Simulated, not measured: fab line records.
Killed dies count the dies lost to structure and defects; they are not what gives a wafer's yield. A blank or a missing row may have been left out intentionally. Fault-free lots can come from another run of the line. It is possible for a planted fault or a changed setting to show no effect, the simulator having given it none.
Which tool did it? | flow gf180mcu | 14 lots with 39 wafers sampled at 4 steps, on a route of 602 steps

== WHAT THE GAUGES SHOWED, per wafer ==
GF_SAB_THK_MEAS_01.
lot  | measured     | on            | SAB_CVD_00_THK (nm)
L436 | day 14 02:19 | film-metro-04 | 49.7 49.7 49.6
L437 | day 14 09:46 | film-metro-01 | 49.7 49.3 51.1
L438 | day 15 03:29 | film-metro-01 | 49.4 50.3 50.2
L442 | day 16 11:46 | film-metro-04 | 49.9 49.8
L441 | day 16 14:22 | film-metro-02 | 49.6 50.4
L443 | day 17 02:17 | film-metro-04 | 48.5 50.3
L452 | day 19 14:31 | film-metro-01 | 48.5 49.6 49.3
L453 | day 20 03:44 | film-metro-04 | 50.0 51.3 51.7
L454 | day 20 09:37 | film-metro-01 | 49.8 50.7 50.7
L455 | day 20 20:43 | film-metro-01 | 50.3 50.4 50.8
L456 | day 21 03:13 | film-metro-01 | 49.0 49.2 50.2
L457 | day 21 14:02 | film-metro-02 | 50.4 51.2 51.3
L458 | day 21 23:23 | film-metro-04 | 49.8 50.3 50.2
L459 | day 22 02:16 | film-metro-01 | 49.0 50.2 50.1

GF_CONTACT_THK_MEAS_03.
lot  | measured     | on            | CONTACT_CVD_02_THK (nm)
L436 | day 15 00:10 | film-metro-01 | 856 849 865
L437 | day 15 08:09 | film-metro-01 | 857 851 864
L438 | day 16 02:48 | film-metro-03 | 843 855 859
L442 | day 17 10:33 | film-metro-03 | 1624 864
L441 | day 17 13:17 | film-metro-03 | 1636 1644
L443 | day 18 01:56 | film-metro-03 | 1634 1653
L452 | day 20 15:29 | film-metro-01 | 865 862 859
L453 | day 21 04:42 | film-metro-01 | 856 870 865
L454 | day 21 10:56 | film-metro-02 | 850 845 870
L455 | day 21 21:38 | film-metro-03 | 860 864 869
L456 | day 22 04:04 | film-metro-03 | 857 868 862
L457 | day 22 14:44 | film-metro-02 | 840 862 863
L458 | day 23 00:05 | film-metro-03 | 843 840 847
L459 | day 23 02:10 | film-metro-03 | 840 855 869

== WHICH TOOL RAN EACH LOT (tool, then ch and the chambers of the sampled wafers, then the start) ==
lot  | GF_SALICIDE_RTA_08               | GF_CONTACT_CVD_02
L436 | rtp-anneal-02 ch 0, day 14 23:54 | pecvd-03 ch 0,2, day 15 00:05
L437 | rtp-anneal-02 ch 0, day 15 07:53 | pecvd-02 ch 0,2, day 15 08:04
L438 | rtp-anneal-02 ch 0, day 16 02:32 | pecvd-02 ch 0,1, day 16 02:43
L442 | rtp-anneal-02 ch 0, day 17 10:17 | pecvd-02 ch 1,2, day 17 10:28
L441 | rtp-anneal-02 ch 0, day 17 13:01 | pecvd-02 ch 0,2, day 17 13:13
L443 | rtp-anneal-02 ch 0, day 18 01:40 | pecvd-02 ch 1,2, day 18 01:51
L452 | rtp-anneal-02 ch 0, day 20 15:13 | pecvd-03 ch 0,2, day 20 15:25
L453 | rtp-anneal-01 ch 0, day 21 04:25 | pecvd-03 ch 0,1,2, day 21 04:38
L454 | rtp-anneal-01 ch 0, day 21 10:35 | pecvd-02 ch 0,1,2, day 21 10:51
L455 | rtp-anneal-01 ch 0, day 21 21:17 | pecvd-02 ch 0,1, day 21 21:34
L456 | rtp-anneal-02 ch 0, day 22 03:48 | pecvd-03 ch 0,2, day 22 03:59
L457 | rtp-anneal-01 ch 0, day 22 14:22 | pecvd-02 ch 0,2, day 22 14:40
L458 | rtp-anneal-02 ch 0, day 22 23:48 | pecvd-04 ch 0,1, day 23 00:01
L459 | rtp-anneal-01 ch 0, day 23 01:54 | pecvd-03 ch 1,2, day 23 02:06
- GF_SALICIDE_RTA_08: time 30 s.
- GF_CONTACT_CVD_02: deposits SiO2 from TEOS, target thk 860 nm, time 95.992 s.

== AS READ BY THE TOOLS THEMSELVES (means over the sampled wafers that have a number; for cases with no such wafer, the mark the record gives instead) ==
GF_SALICIDE_RTA_08.
lot  | tool          | chamber-o2-ppm | lamp-power-pct (%) | wafer_temp_C_max
L436 | rtp-anneal-02 | 2.022          | 14.7               | 803.0
L437 | rtp-anneal-02 | 2.010          | 14.7               | 804.5
L438 | rtp-anneal-02 | 1.989          | 14.7               | 804.0
L442 | rtp-anneal-02 | 2.000          | 14.7               | 804.7
L441 | rtp-anneal-02 | 1.999          | 14.7               | 803.9
L443 | rtp-anneal-02 | 1.997          | 14.7               | 804.9
L452 | rtp-anneal-02 | 1.984          | 14.7               | 804.0
L453 | rtp-anneal-01 | 2.014          | 19.5               | 803.4
L454 | rtp-anneal-01 | 1.958          | 19.5               | 802.6
L455 | rtp-anneal-01 | 1.980          | 19.5               | 802.5
L456 | rtp-anneal-02 | 1.999          | 14.7               | 803.9
L457 | rtp-anneal-01 | 2.012          | 19.5               | 803.4
L458 | rtp-anneal-02 | 2.015          | 14.7               | 803.8
L459 | rtp-anneal-01 | 2.009          | 19.5               | 802.9

GF_CONTACT_CVD_02.
lot  | tool     | heater-power-w (W)
L436 | pecvd-03 | 590
L437 | pecvd-02 | 750
L438 | pecvd-02 | 828
L442 | pecvd-02 | 798
L441 | pecvd-02 | 745
L443 | pecvd-02 | 773
L452 | pecvd-03 | 612
L453 | pecvd-03 | 720
L454 | pecvd-02 | 798
L455 | pecvd-02 | 813
L456 | pecvd-03 | 712
L457 | pecvd-02 | 682
L458 | pecvd-04 | 671
L459 | pecvd-03 | 846

== THE ANSWER, worked out from the rows above alone ==
Rule: the usual values come from the lots themselves. The widest of any qualifying gaps counts: lots, ordered by their means at a reading, are off when they make up no more than a third of the lots, leave a main group of 4 or more, and stand apart from it by 3 or more times the standard deviation of that group's means. If all means in a main group match to the digits the tables above print for the reading, that group is not used. Also off: a lot with no number at a reading for which 4 or more lots have one. All remaining lots with rows at the step are treated as sound. The gauges are gone through in route order, then the tools' own readings, and for those a lot's mean is taken as printed above. At the first step where some lot is off, the reading lying furthest off is the one used; lots without a number count as furthest.
Off: at GF_CONTACT_THK_MEAS_03 (CONTACT_CVD_02_THK), L442, L441, L443. The main group: mean 857 nm, standard deviation 5.8.
A tool fits if, at a process step before that reading, it ran every lot that is off, and no sound lot after the first of them. Gauges at GF_CONTACT_THK_MEAS_03: tried the same way as those tools. Of those tried, none fits.

== WHAT THE SIMULATOR HAD PUT IN ==
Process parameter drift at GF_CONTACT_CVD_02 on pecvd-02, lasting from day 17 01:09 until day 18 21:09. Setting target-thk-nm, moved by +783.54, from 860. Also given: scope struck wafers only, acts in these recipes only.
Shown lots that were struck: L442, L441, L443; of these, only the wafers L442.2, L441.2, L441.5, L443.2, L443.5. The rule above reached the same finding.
